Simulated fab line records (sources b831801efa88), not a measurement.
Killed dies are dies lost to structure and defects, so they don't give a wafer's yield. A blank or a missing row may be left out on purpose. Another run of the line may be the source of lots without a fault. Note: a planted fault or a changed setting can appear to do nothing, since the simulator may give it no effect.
Which of the tools did it? | flow gf180mcu | 42 wafers from 14 lots sampled at 4 of the route's 602 steps

## WHAT THE GAUGES READ, wafer by wafer
GF_VT_IMPLANT_TW_MEAS_32.
lot  | measured     | on            | VT_IMPLANT_3_TW
L806 | day 7 05:41  | film-metro-02 | 276 272 272
L807 | day 7 16:16  | film-metro-03 | 266 265 265
L808 | day 7 14:54  | film-metro-03 | 264 266 265
L809 | day 7 19:55  | film-metro-03 | 265 266 266
L810 | day 8 08:16  | film-metro-04 | 265 265 264
L812 | day 8 19:32  | film-metro-02 | 273 273 271
L813 | day 8 17:17  | film-metro-04 | 264 264 263
L814 | day 8 20:55  | film-metro-02 | 274 273 272
L815 | day 9 06:17  | film-metro-03 | 264 263 264
L821 | day 10 22:45 | film-metro-04 | 262 263 262
L822 | day 11 02:23 | film-metro-04 | 263 263 262
L825 | day 12 01:25 | film-metro-02 | 273 273 273
L827 | day 12 12:52 | film-metro-02 | 272 275 272
L829 | day 12 23:57 | film-metro-03 | 266 265 268

GF_HV_LDD_CD_MEAS_07 targets a cd of 400 nm.
lot  | measured     | on        | cd-nm (nm)
L806 | day 10 10:04 | cd-sem-02 | 403.3 404.1 402.8
L807 | day 10 23:49 | cd-sem-02 | 399.7 399.7 397.6
L808 | day 10 17:38 | cd-sem-02 | 398.4 400.1 397.5
L809 | day 10 23:31 | cd-sem-01 | 402.3 399.2 403.0
L810 | day 11 13:55 | cd-sem-02 | 399.5 400.4 400.1
L812 | day 12 04:58 | cd-sem-01 | 402.6 403.6 401.7
L813 | day 12 04:46 | cd-sem-02 | 402.4 402.1 401.2
L814 | day 12 03:31 | cd-sem-02 | 399.8 396.9 399.3
L815 | day 12 19:36 | cd-sem-01 | 401.1 401.5 402.8
L821 | day 14 14:08 | cd-sem-02 | 403.4 403.5 401.9
L822 | day 15 01:17 | cd-sem-01 | 400.5 404.7 402.2
L825 | day 15 21:29 | cd-sem-01 | 400.1 401.1 401.4
L827 | day 16 07:23 | cd-sem-01 | 401.2 401.7 402.0
L829 | day 16 23:07 | cd-sem-02 | 399.6 401.2 399.5

## TOOL THAT RAN EACH LOT (tool first, then ch and the chambers of the sampled wafers, then the start)
lot  | GF_STI_WET_ETCH_20             | GF_POLY_GATE_STRIP_14
L806 | wet-bench-04 ch 2, day 2 02:01 | plasma-asher-02 ch 0,1, day 9 14:08
L807 | wet-bench-01 ch 1, day 2 13:16 | plasma-asher-03 ch 0,1, day 10 00:55
L808 | wet-bench-01 ch 1, day 2 13:44 | plasma-asher-04 ch 0,1, day 9 22:22
L809 | wet-bench-01 ch 0, day 2 20:01 | plasma-asher-04 ch 0,1, day 10 04:26
L810 | wet-bench-03 ch 2, day 3 02:41 | plasma-asher-02 ch 0,1, day 10 18:17
L812 | wet-bench-01 ch 3, day 3 14:13 | plasma-asher-02 ch 0,1, day 11 08:16
L813 | wet-bench-04 ch 3, day 3 15:37 | plasma-asher-03 ch 0,1, day 11 08:16
L814 | wet-bench-03 ch 3, day 3 19:23 | plasma-asher-04 ch 0,1, day 11 08:05
L815 | wet-bench-01 ch 1, day 3 23:40 | plasma-asher-03 ch 0,1, day 11 20:41
L821 | wet-bench-03 ch 1, day 5 06:44 | plasma-asher-04 ch 0,1, day 13 15:35
L822 | wet-bench-03 ch 1, day 5 12:05 | plasma-asher-04 ch 0,1, day 14 03:50
L825 | wet-bench-01 ch 2, day 6 06:07 | plasma-asher-02 ch 0, day 14 20:59
L827 | wet-bench-01 ch 1, day 6 14:14 | plasma-asher-02 ch 0,1, day 15 08:11
L829 | wet-bench-04 ch 2, day 7 00:58 | plasma-asher-04 ch 0,1, day 15 23:35
- GF_STI_WET_ETCH_20: etches SiO2 in dHF, target depth 20 nm, time 400 s.
- GF_POLY_GATE_STRIP_14: strips in O2/N2.

## AS READ BY THE TOOLS THEMSELVES (means over the sampled wafers that have a number; for cases with no such wafer, the mark the record gives instead)
GF_STI_WET_ETCH_20.
lot  | tool         | temp-c (C)
L806 | wet-bench-04 | 25.07
L807 | wet-bench-01 | 24.98
L808 | wet-bench-01 | 25.19
L809 | wet-bench-01 | 25.02
L810 | wet-bench-03 | 24.99
L812 | wet-bench-01 | 24.94
L813 | wet-bench-04 | 25.09
L814 | wet-bench-03 | 24.91
L815 | wet-bench-01 | 24.83
L821 | wet-bench-03 | 26.39
L822 | wet-bench-03 | 26.44
L825 | wet-bench-01 | 25.15
L827 | wet-bench-01 | 25.08
L829 | wet-bench-04 | 25.00

GF_POLY_GATE_STRIP_14.
lot  | tool            | drypump-motor-current-A (A) | heater-power-w (W) | oes-product-au (a.u.)
L806 | plasma-asher-02 | 5.3                         | 312                | 0.504
L807 | plasma-asher-03 | 5.9                         | 293                | 0.509
L808 | plasma-asher-04 | 5.6                         | 334                | 0.506
L809 | plasma-asher-04 | 5.6                         | 333                | 0.502
L810 | plasma-asher-02 | 5.3                         | 309                | 0.502
L812 | plasma-asher-02 | 5.6                         | 319                | 0.502
L813 | plasma-asher-03 | 5.9                         | 297                | 0.508
L814 | plasma-asher-04 | 5.8                         | 349                | 0.498
L815 | plasma-asher-03 | 5.9                         | 296                | 0.506
L821 | plasma-asher-04 | 5.9                         | 359                | 0.507
L822 | plasma-asher-04 | 5.8                         | 356                | 0.504
L825 | plasma-asher-02 | 4.9                         | 301                | 0.503
L827 | plasma-asher-02 | 5.3                         | 316                | 0.509
L829 | plasma-asher-04 | 5.6                         | 335                | 0.501

## THE ANSWER, worked out from the rows above alone
Rule: the lots themselves supply what counts as usual. Put in order of their means at a reading, lots are off if they are a third of the lots or fewer, leave a main group of 4 or more, and stand apart from it by a gap of 3 or more times the standard deviation of the main group's means; of several such gaps the widest counts. A main group whose means are all the same, to the digits that the tables above print for the reading, isn't used. A lot without any number at a reading at which 4 lots or more have one is off too. Where the step has rows for the other lots, those lots are counted as sound. Order of review: gauges by route order, followed by the tools' own readings, for which a lot's mean as printed above is used. The first step at which some lot is off is used, and at that step the reading that is off furthest; a lot without a number counts as furthest.
Off: L821, L822, at GF_STI_WET_ETCH_20 (temp-c). For the main group the mean is 25.02 C and the standard deviation 0.098.
If a tool, at that step or one of the process steps before it, ran each lot that is off and ran no sound lot following the first of them, it fits. One candidate fits, namely wet-bench-03 at GF_STI_WET_ETCH_20. Its last sound lot is L814 (day 3 19:23), its first lot that is off L821 (day 5 06:44): a fault that began between those two fits.
On the lots that are off, the tool's own readings at GF_STI_WET_ETCH_20 differ by more than 5 times the standard deviation of the sound lots' means, which bears it out; temp-c reads 26.41 C there versus 25.02 C on the sound lots.

## WHAT THE SIMULATOR PUT IN
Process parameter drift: wet-bench-03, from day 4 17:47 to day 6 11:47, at GF_STI_WET_ETCH_20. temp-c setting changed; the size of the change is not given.
Lots struck among those shown: L821, L822. The same result came from the rule above.
